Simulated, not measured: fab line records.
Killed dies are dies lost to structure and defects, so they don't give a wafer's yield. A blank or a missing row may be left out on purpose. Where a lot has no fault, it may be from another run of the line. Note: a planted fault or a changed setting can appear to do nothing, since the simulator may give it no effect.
Which tool did it? | flow sfq line | 7 lots with 21 wafers sampled at 3 steps, on a route of 325 steps

## WHAT THE GAUGES READ, wafer by wafer
SFQ_I0_BOW_MEAS_907.
lot  | measured     | on            | I0_BOW (um)
L904 | day 12 14:32 | film metro-02 | 6 1 5
L906 | day 13 14:32 | film metro-04 | 11 16 10
L908 | day 13 19:32 | film metro-02 | -2 1 -6
L911 | day 15 06:08 | film metro-03 | 0 0 -7
L914 | day 16 11:49 | film metro-02 | 13 2 3
L920 | day 18 13:30 | film metro-04 | -4 -12 -4 - - -
L924 | day 20 02:50 | film metro-03 | -5 5 -5

## TOOL THAT RAN EACH LOT (tool first, then ch and the chambers of the sampled wafers, then the start)
lot  | SFQ_TRILAYER_I0_DEP_PECVD_027   | SFQ_TRILAYER_I0_CMP_CMP_028
L904 | pecvd-03 ch 0,1,2, day 12 06:23 | cmp-01 ch 0,2,3, day 12 12:02
L906 | pecvd-03 ch 0,2, day 13 05:11   | cmp-01 ch 0,1,3, day 13 12:02
L908 | pecvd-04 ch 0,2, day 13 14:47   | cmp-02 ch 1,2,3, day 13 17:29
L911 | pecvd-03 ch 0,1, day 15 03:02   | cmp-02 ch 1,3, day 15 03:07
L914 | pecvd-01 ch 1,2, day 16 04:14   | cmp-01 ch 1,2,3, day 16 09:47
L920 | pecvd-04 ch 0,1,2, day 18 10:25 | cmp-01 ch 0,1,3, day 18 10:30
L924 | pecvd-01 ch 0,1, day 19 23:44   | cmp-02 ch 0,1, day 19 23:49
- SFQ_TRILAYER_I0_DEP_PECVD_027: deposits SiO2 from SiH4/N2O, time 111.11 s, target thk 500 nm.
- SFQ_TRILAYER_I0_CMP_CMP_028: polishes SiO2.

## THE ANSWER, worked out from the rows above alone
Rule: usual is defined by the lots themselves. The widest of any qualifying gaps counts: lots, ordered by their means at a reading, are off when they make up no more than a third of the lots, leave a main group of 4 or more, and stand apart from it by 3 or more times the standard deviation of that group's means. A main group whose means are all the same, to the digits that the tables above print for the reading, isn't used. A lot without any number at a reading at which 4 lots or more have one is off too. All remaining lots with rows at the step are treated as sound.
No lot is off on any of the readings shown, so nothing can be concluded from this.

## WHAT WAS PUT IN BY THE SIMULATOR
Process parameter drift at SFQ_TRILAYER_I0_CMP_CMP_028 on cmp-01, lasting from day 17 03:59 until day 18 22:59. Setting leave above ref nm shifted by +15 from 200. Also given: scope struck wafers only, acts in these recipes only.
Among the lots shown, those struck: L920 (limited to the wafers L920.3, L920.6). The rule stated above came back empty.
